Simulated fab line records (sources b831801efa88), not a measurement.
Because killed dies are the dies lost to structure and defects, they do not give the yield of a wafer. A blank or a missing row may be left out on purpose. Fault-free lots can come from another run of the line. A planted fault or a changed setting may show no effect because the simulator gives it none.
fab line records | flow sky130
record lots=14 wafers=40 last-day=50
route steps=708 shown METAL1@436 VIA1@478 VIA2@521
lots untouched by any fault: they come from a run of this same line in which no faults occurred
start-h: hours from the record's first day to the start of the lot's first wafer shown | wait-h: how many hours have passed since the lot's step before this one | " as in the row above | L1.1+2: one row covering several wafers at once | - no value present, or no start provided | * or withheld: withheld | < > ~ a bound
route shown NAME@n: NAME is a module with steps in the file, n the number in the route of the first one | usual: mean/standard deviation taken from wafers without a fault | same: alike in all rows | chamber/n: place in a boat | sites: each site's reading | _std_site: standard deviation of those values | _edge_site: outer sites' mean less inner sites' | radius-mm: for every site, how far away it sits from the centre of the wafer | mask NAME#n: copy n | behind: the most recent tool/chamber to have shaped the wafer | hold: what put the lot on hold/how long, in hours/how the hold closed | device: the n, p or np transistor that did not switch | end of line: tests of these same wafers at the route's end | a step without rows: its recipe alone | killed: at the first sort, the dies lost to defects and structure; wafer yield is something else | map: shows each die of a wafer: x if killed, . if not, _ if none is there
set.NAME: the setting that was run; set.NAME@STEP: the one run at that earlier step | model.NAME: the simulator's own value behind a step, which no gauge read
one table for each step of the route and one row for each wafer, over a sample of lots
services: a tool's chamber out of use, with start hour (start-h, from the record's first day; less than 0 if before it), hours out, and reason
## steps
# step SKY_METAL1_SPUTTER_02
# recipe material=AlCu target-thk-nm=250 power-w=10600 time-s=13.3 chamber-pressure-pa=0.4
# usual throttle-valve-pct=29.8/1.4
# columns lot.wafer tool chamber start-h wait-h throttle-valve-pct
L856.3 pvd-sputter-03 - 754.50 0.0 29.5
L856.4 " - " " 31.0
L856.6 " - " " 29.4
L857.3 pvd-sputter-04 - 757.85 0.0 30.3
L857.4 " - " " 30.3
L857.6 " - " " 27.0
L859.1 pvd-sputter-04 - 761.82 0.0 32.1
L859.2 " - " " 30.8
L859.3 " - " " 30.3
L858.3 pvd-sputter-04 - 763.62 0.0 32.2
L858.4 " - " " 29.9
L858.5 " - " " 27.0
L861.1 pvd-sputter-04 - 769.00 0.0 31.7
L861.3 " - " " 26.8
L861.4 " - " " 30.6
L860.3 pvd-sputter-04 - 773.09 0.0 32.0
L860.5 " - " " 26.9
L860.6 " - " " 30.6
L862.2 pvd-sputter-03 - 800.17 0.0 29.1
L862.4 " - " " 29.5
L862.5 " - " " 30.9
L869.2 pvd-sputter-03 - 836.22 0.0 29.3
L869.6 " - " " 29.5
L870.2 pvd-sputter-01 - 850.61 0.0 28.6
L870.3 " - " " 30.7
L873.2 pvd-sputter-04 - 870.98 0.0 30.2
L873.3 " - " " 26.9
L873.6 " - " " 32.3
L874.1 pvd-sputter-01 - 876.24 0.0 30.7
L874.5 " - " " 30.7
L874.6 " - " " 28.2
L876.2 pvd-sputter-03 - 889.63 0.0 29.2
L876.4 " - " " 29.0
L876.6 " - " " 29.4
L877.2 pvd-sputter-03 - 895.85 0.0 29.5
L877.4 " - " " 29.4
L877.5 " - " " 29.5
L878.1 pvd-sputter-01 - 903.91 0.0 29.5
L878.2 " - " " 30.8
L878.4 " - " " 30.7
# step SKY_METAL1_THK_MEAS_06
# recipe thk-meas-gauge=xrf reads=AlCu_of_METAL1_SPUTTER_02
# usual METAL1_ALCU_THK=250.2/2.6
# columns lot.wafer tool chamber start-h wait-h METAL1_ALCU_THK[nm]
L856.3 film-metro-04 - 754.74 0.1 252.0
L856.4 " - " " 249.3
L856.6 " - " " 250.2
L857.3 film-metro-04 - 758.08 0.1 251.4
L857.4 " - " " 247.8
L857.6 " - " " 249.0
L859.1 film-metro-02 - 762.03 0.1 251.1
L859.2 " - " " 248.4
L859.3 " - " " 253.9
L858.3 film-metro-02 - 763.85 0.1 249.4
L858.4 " - " " 251.2
L858.5 " - " " 250.8
L861.1 film-metro-02 - 769.21 0.1 248.6
L861.3 " - " " 251.7
L861.4 " - " " 248.9
L860.3 film-metro-03 - 773.33 0.1 251.0
L860.5 " - " " 252.3
L860.6 " - " " 248.8
L862.2 film-metro-02 - 800.39 0.1 248.7
L862.4 " - " " 252.0
L862.5 " - " " 248.4
L869.2 film-metro-04 - 836.44 0.1 246.7
L869.6 " - " " 248.3
L870.2 film-metro-04 - 850.83 0.1 248.6
L870.3 " - " " 247.6
L873.2 film-metro-04 - 871.20 0.1 250.8
L873.3 " - " " 247.4
L873.6 " - " " 247.6
L874.1 film-metro-03 - 876.46 0.1 254.4
L874.5 " - " " 253.7
L874.6 " - " " 253.7
L876.2 film-metro-03 - 889.85 0.1 255.7
L876.4 " - " " 253.8
L876.6 " - " " 254.0
L877.2 film-metro-02 - 896.07 0.1 253.2
L877.4 " - " " 255.3
L877.5 " - " " 254.1
L878.1 film-metro-02 - 904.12 0.1 245.6
L878.2 " - " " 246.1
L878.4 " - " " 247.6
# step SKY_VIA1_SPUTTER_20
# recipe material=TiN target-thk-nm=20 chamber-pressure-pa=5 power-w=4000 time-s=80
# usual throttle-valve-pct=30.0/1.6
# columns lot.wafer tool chamber start-h wait-h throttle-valve-pct
L856.3 pvd-sputter-04 - 809.73 0.0 32.3
L856.4 " - " " 30.3
L856.6 " - " " 32.1
L857.3 pvd-sputter-04 - 813.33 0.0 30.6
L857.4 " - " " 30.9
L857.6 " - " " 32.3
L859.1 pvd-sputter-02 - 817.86 0.0 29.8
L859.2 " - " " 30.1
L859.3 " - " " 27.7
L858.3 pvd-sputter-04 - 819.02 0.0 30.8
L858.4 " - " " 26.7
L858.5 " - " " 30.8
L861.1 pvd-sputter-04 - 824.27 0.0 30.7
L861.3 " - " " 27.0
L861.4 " - " " 32.0
L860.3 pvd-sputter-02 - 828.70 0.0 30.3
L860.5 " - " " 29.8
L860.6 " - " " 30.2
L862.2 pvd-sputter-01 - 855.42 0.0 29.3
L862.4 " - " " 30.7
L862.5 " - " " 29.3
L869.2 pvd-sputter-02 - 889.42 0.0 30.1
L869.6 " - " " 31.5
L870.2 pvd-sputter-02 - 904.33 0.0 28.1
L870.3 " - " " 31.4
L873.2 pvd-sputter-04 - 923.63 0.0 30.2
L873.3 " - " " 26.7
L873.6 " - " " 30.8
L874.1 pvd-sputter-02 - 927.13 0.0 31.5
L874.5 " - " " 27.9
L874.6 " - " " 30.1
L876.2 pvd-sputter-01 - 940.98 0.0 29.2
L876.4 " - " " 31.0
L876.6 " - " " 30.6
L877.2 pvd-sputter-04 - 946.93 0.0 30.3
L877.4 " - " " 30.8
L877.5 " - " " 30.9
L878.1 pvd-sputter-02 - 954.17 0.0 28.0
L878.2 " - " " 31.7
L878.4 " - " " 29.8
# step SKY_VIA2_ETCH_14
# recipe chemistry=N2/H2 target=BARC ion-energy-ev=200 source-w=500 bias-w=100 pressure-mtorr=30 n2-flow-sccm=100 h2-flow-sccm=200 stop-on=SiO2 time-s=45.9 target-depth-a=600
# usual drypump-motor-current-A=5.9/0.45 oes-product-au=0.854/0.0042 rf-fwd-power-W=495.3/2.1 throttle-valve-pct=13.225/0.0086
# columns lot.wafer tool chamber start-h wait-h drypump-motor-current-A oes-product-au rf-fwd-power-W rf-hours-counter-h throttle-valve-pct
L856.3 rie-diel-04 2 863.94 0.0 5.6 0.859 498.4 14 13.220
L856.4 " 1 " " 6.5 0.856 491.5 7 13.235
L856.6 " 0 " " 6.4 0.852 493.3 - 13.214
L857.3 rie-diel-03 1 867.02 0.0 5.2 0.849 491.6 13 13.217
L857.4 " 2 " " 6.2 0.854 498.5 20 13.217
L857.6 " 3 " " 5.8 0.854 495.2 - 13.221
L859.1 rie-diel-04 3 871.34 0.0 5.3 0.851 499.9 10 13.226
L859.2 " 1 " " 6.5 0.856 494.4 7 13.217
L859.3 " 0 " " 6.3 0.856 494.6 11 13.224
L858.3 rie-diel-03 0 872.47 0.0 6.4 0.855 495.4 18 13.224
L858.4 " 1 " " 5.2 0.851 492.9 13 13.233
L858.5 " 2 " " 6.2 0.850 500.4 - 13.218
L861.1 rie-diel-03 3 878.19 0.0 5.7 0.851 493.8 17 13.230
L861.3 " 1 " " 5.2 0.850 493.9 13 13.229
L861.4 " 0 " " 6.4 0.853 499.0 18 13.234
L860.3 rie-diel-02 2 882.19 0.0 5.4 0.856 494.9 22 13.229
L860.5 " 2 " " 5.4 0.859 495.3 - 13.197
L860.6 " 3 " " 6.1 0.849 492.5 - 13.219
L862.2 rie-diel-03 1 908.35 0.0 5.2 0.854 491.4 14 13.234
L862.4 " 0 " " 6.4 0.851 497.5 19 13.221
L862.5 " 2 " " 6.3 0.855 496.3 - 13.220
L869.2 rie-diel-04 1 941.17 0.0 6.4 0.860 494.8 9 13.228
L869.6 " 3 " " 5.3 0.856 496.8 - 13.236
L870.2 rie-diel-04 1 954.89 0.0 6.4 0.855 494.2 10 13.202
L870.3 " 3 " " 5.2 0.856 495.7 12 13.223
L873.2 rie-diel-03 1 973.37 0.0 5.2 0.861 492.7 16 13.221
L873.3 " 0 " " 6.4 0.854 495.9 21 13.226
L873.6 " 2 " " 6.2 0.853 498.4 - 13.230
L874.1 rie-diel-03 2 977.52 0.0 6.3 0.859 498.1 23 13.228
L874.5 " 2 " " 6.2 0.853 498.0 - 13.215
L874.6 " 1 " " 5.3 0.860 492.5 - 13.229
L876.2 rie-diel-02 3 991.12 0.0 6.1 0.861 493.7 27 13.231
L876.4 " 3 " " 6.1 0.852 492.2 - 13.245
L876.6 " 0 " " 6.0 0.854 493.5 - 13.232
L877.2 rie-diel-03 1 997.03 0.0 5.2 0.859 493.4 17 13.236
L877.4 " 2 " " 6.2 0.847 496.9 24 13.236
L877.5 " 2 " " 6.3 0.858 498.1 - 13.239
L878.1 rie-diel-02 2 1004.15 0.0 5.4 0.847 495.5 25 13.216
L878.2 " 0 " " 6.0 0.854 495.9 9 13.227
L878.4 " 1 " " 5.9 0.860 492.7 8 13.223
# step SKY_VIA2_STRIP_16
# recipe chemistry=O2/N2 power-w=1400 pressure-mtorr=1500 platen-temp-c=withheld o2-flow-sccm=3000 n2-flow-sccm=300 overash-fraction=0.5
# usual drypump-motor-current-A=5.9/0.3 oes-product-au=0.398/0.005 strip-time-to-endpoint-s=4.042/0.025
# same overash-fraction=0.5
# columns lot.wafer tool chamber start-h wait-h drypump-motor-current-A oes-product-au rf-hours-counter-h strip-time-to-endpoint-s
L856.3 plasma-asher-01 1 864.08 0.1 6.2 0.402 - 4.030
L856.4 " 0 " " 5.9 0.394 - 4.010
L856.6 " 0 " " 5.9 0.401 - 4.070
L857.3 plasma-asher-03 0 867.15 0.1 6.1 0.395 - 4.048
L857.4 " 1 " " 5.3 0.397 - 4.036
L857.6 " 0 " " 6.1 0.401 - 4.048
L859.1 plasma-asher-03 0 871.45 0.0 6.0 0.391 12 4.017
L859.2 " 1 " " 5.3 0.403 12 3.997
L859.3 " 0 " " 6.1 0.400 - 4.057
L858.3 plasma-asher-01 0 872.60 0.1 5.9 0.392 - 3.974
L858.4 " 1 " " 6.2 0.401 - 3.991
L858.5 " 0 " " 5.9 0.405 - 4.034
L861.1 plasma-asher-01 1 878.30 0.0 6.2 0.396 46 4.067
L861.3 " 1 " " 6.2 0.399 - 4.055
L861.4 " 0 " " 5.9 0.404 - 4.049
L860.3 plasma-asher-01 1 882.33 0.1 6.2 0.398 - 4.032
L860.5 " 1 " " 6.2 0.396 - 4.016
L860.6 " 0 " " 5.9 0.392 - 4.065
L862.2 plasma-asher-03 1 908.45 0.0 5.3 0.398 15 4.026
L862.4 " 1 " " 5.3 0.392 - 4.014
L862.5 " 0 " " 6.1 0.397 - 4.064
L869.2 plasma-asher-01 0 941.27 0.0 5.9 0.395 52 4.027
L869.6 " 0 " " 5.9 0.398 - 4.152
L870.2 plasma-asher-01 1 955.00 0.0 6.2 0.394 54 4.062
L870.3 " 1 " " 6.2 0.409 - 4.142
L873.2 plasma-asher-02 0 973.47 0.0 5.9 0.404 85 4.045
L873.3 " 1 " " 5.7 0.399 - 4.043
L873.6 " 1 " " 5.7 0.399 - 4.063
L874.1 plasma-asher-02 1 977.62 0.0 5.8 0.397 85 4.064
L874.5 " 0 " " 5.8 0.404 - 4.049
L874.6 " 1 " " 5.8 0.397 - 4.054
L876.2 plasma-asher-03 1 991.22 0.0 5.3 0.402 23 4.076
L876.4 " 1 " " 5.3 0.402 - 4.062
L876.6 " 0 " " 6.1 0.402 - 4.093
L877.2 plasma-asher-02 0 997.13 0.0 5.9 0.404 87 4.032
L877.4 " 0 " " 5.8 0.402 - 4.063
L877.5 " 1 " " 5.8 0.400 - 4.070
L878.1 plasma-asher-01 1 1004.25 0.0 6.2 0.391 58 4.036
L878.2 " 0 " " 5.9 0.396 58 4.063
L878.4 " 1 " " 6.2 0.396 - 4.022
## services
# columns tool chamber start-h hours kind
plasma-asher-03 - 733.75 9.0 pm
plasma-asher-03 - 737.85 8.4 repair
plasma-asher-02 - 766.52 1.3 repair
rie-diel-04 0 783.14 2.5 repair
rie-diel-04 1 783.30 9.6 repair
rie-diel-04 0 787.46 46.7 repair
rie-diel-02 0 792.55 128.1 repair
plasma-asher-03 - 829.64 5.9 repair
plasma-asher-01 - 834.80 2.2 repair
rie-diel-04 - 843.61 1.6 repair
plasma-asher-02 - 851.03 0.5 repair
rie-diel-03 1 858.35 1.2 repair
plasma-asher-02 - 861.75 1.2 repair
rie-diel-04 2 867.99 9.0 repair
rie-diel-03 3 868.54 2.5 repair
pvd-sputter-03 - 869.83 7.2 repair
rie-diel-04 1 873.05 6.6 repair
rie-diel-04 2 884.98 3.1 repair
pvd-sputter-04 - 914.77 0.9 repair
pvd-sputter-04 - 925.15 19.3 repair
pvd-sputter-03 - 960.10 5.2 repair
pvd-sputter-02 - 975.61 3.6 repair
rie-diel-03 - 978.66 2.8 pm
pvd-sputter-01 - 989.16 0.9 repair
## key
first-sign step=SKY_VIA2_STRIP_16 reading=strip-time-to-endpoint-s direction=up sigmas=4.2 usual=* struck=*
effect none on later readings
met-at SKY_VIA2_ETCH_14
struck-lots L869,L870
struck-wafers L869.6,L870.3
sort-left-out L869.6,L870.3
not-acting-at SKY_METAL1_SPUTTER_02,SKY_METAL1_THK_MEAS_06,SKY_VIA1_SPUTTER_20
onset-between 871.34 941.17
fault kind=process-parameter-drift tool=rie-diel-04 chamber=- onset-h=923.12 steps=SKY_VIA2_ETCH_14 channel=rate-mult offset=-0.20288 shape=step end-h=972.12 scope=struck-wafers-only
# sort-left-out: the simulated sort isn't trusted on such a fault, so these wafers' sort isn't shown, and their yield isn't known
